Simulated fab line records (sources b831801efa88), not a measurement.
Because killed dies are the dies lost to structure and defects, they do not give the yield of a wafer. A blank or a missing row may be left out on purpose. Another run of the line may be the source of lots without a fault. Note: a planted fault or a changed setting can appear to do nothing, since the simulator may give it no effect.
Which of the tools did it?    flow gf180mcu    7 lots, 21 wafers sampled, at 1 step of a route of 602

## WHAT EACH GAUGE READ, for each wafer
GF_VT_IMPLANT_TW_MEAS_32.
lot   measured      on             VT_IMPLANT_3_TW
L332  day 7 03:19   film metro-04  264.8 265.8 265.3
L336  day 8 08:22   film metro-03  269.7 270.5 272.8
L339  day 9 02:47   film metro-02  269.9 269.8 269.3
L344  day 10 07:08  film metro-02  266.2 266.9 267.6
L349  day 11 20:36  film metro-02  267.2 266.8 266.1
L351  day 12 09:21  film metro-04  270.3 268.2 267.9
L353  day 12 20:34  film metro-02  267.7 268.6 267.2

## TOOL THAT RAN EACH LOT (tool first, then ch and the chambers of the sampled wafers, then the start)
Before these readings, the record contains no process step.

## THE ANSWER, worked out from the rows above alone
Rule: usual is defined by the lots themselves. The widest of any qualifying gaps counts: lots, ordered by their means at a reading, are off when they make up no more than a third of the lots, leave a main group of 4 or more, and stand apart from it by 3 or more times the standard deviation of that group's means. Not used: any main group whose means are identical at the precision the tables above print for the reading. A lot without any number at a reading at which 4 lots or more have one is off too. All remaining lots with rows at the step are treated as sound.
None of the lots is off at any reading shown; this tells nothing.

## WHAT THE SIMULATOR HAD INSERTED
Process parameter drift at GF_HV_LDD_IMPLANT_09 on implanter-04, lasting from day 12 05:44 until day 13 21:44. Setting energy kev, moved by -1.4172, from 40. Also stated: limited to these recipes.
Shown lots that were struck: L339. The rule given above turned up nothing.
